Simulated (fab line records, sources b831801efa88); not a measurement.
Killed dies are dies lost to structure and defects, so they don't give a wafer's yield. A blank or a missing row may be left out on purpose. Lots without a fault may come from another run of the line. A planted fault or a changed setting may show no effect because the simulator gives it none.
Which tool did it? | flow gf180mcu | 6 lots, 18 wafers sampled, at 3 steps of a route of 602

WHAT THE GAUGES READ, wafer by wafer
GF_PSD_RS_MEAS_14: measures by four-point-probe.
lot  | measured     | on            | NSD_RS (ohm/sq)
L416 | day 14 07:43 | film_metro-01 | 46.12 46.21 46.26
L419 | day 15 22:19 | film_metro-01 | 46.00 46.12 46.25
L422 | day 17 08:07 | film_metro-02 | 44.70 44.76 44.77
L431 | day 19 23:14 | film_metro-02 | 46.16 46.13 46.04
L433 | day 20 10:44 | film_metro-03 | 46.16 46.16 46.16
L436 | day 21 18:19 | film_metro-01 | 46.13 46.17 46.10

WHICH TOOL RAN EACH LOT (tool, then ch and the chambers of the sampled wafers, then the start)
lot  | GF_HV_LDD_RTA_52                 | GF_PSD_RTA_13
L416 | rtp_anneal-02 ch 0, day 12 11:29 | rtp_anneal-02 ch 0, day 14 07:38
L419 | rtp_anneal-02 ch 0, day 14 00:34 | rtp_anneal-02 ch 0, day 15 22:14
L422 | rtp_anneal-01 ch 0, day 15 07:35 | rtp_anneal-01 ch 0, day 17 08:02
L431 | rtp_anneal-01 ch 0, day 17 18:14 | rtp_anneal-01 ch 0, day 19 23:09
L433 | rtp_anneal-01 ch 0, day 18 07:16 | rtp_anneal-01 ch 0, day 20 10:40
L436 | rtp_anneal-02 ch 0, day 19 14:28 | rtp_anneal-01 ch 0, day 21 18:13
- GF_HV_LDD_RTA_52: time 10 s.
- GF_PSD_RTA_13: time 20 s.

THE ANSWER, worked out from the rows above alone
Rule: what is usual is taken from the lots themselves. Put in order of their means at a reading, lots are off if they are a third of the lots or fewer, leave a main group of 4 or more, and stand apart from it by a gap of 3 or more times the standard deviation of the main group's means; of several such gaps the widest counts. A main group whose means are all the same, to the digits that the tables above print for the reading, isn't used. A lot without any number at a reading at which 4 lots or more have one is off too. The other lots that the step has rows for count as sound.
Off: L422, at GF_PSD_RS_MEAS_14 (NSD_RS). The main group: mean 46.14 ohm/sq, standard deviation 0.031.
A tool fits if, at a process step before that reading, it ran every lot that is off, and no sound lot after the first of them. The gauges at GF_PSD_RS_MEAS_14 are tried like those tools. None of those tried fits.

WHAT THE SIMULATOR HAD PUT IN
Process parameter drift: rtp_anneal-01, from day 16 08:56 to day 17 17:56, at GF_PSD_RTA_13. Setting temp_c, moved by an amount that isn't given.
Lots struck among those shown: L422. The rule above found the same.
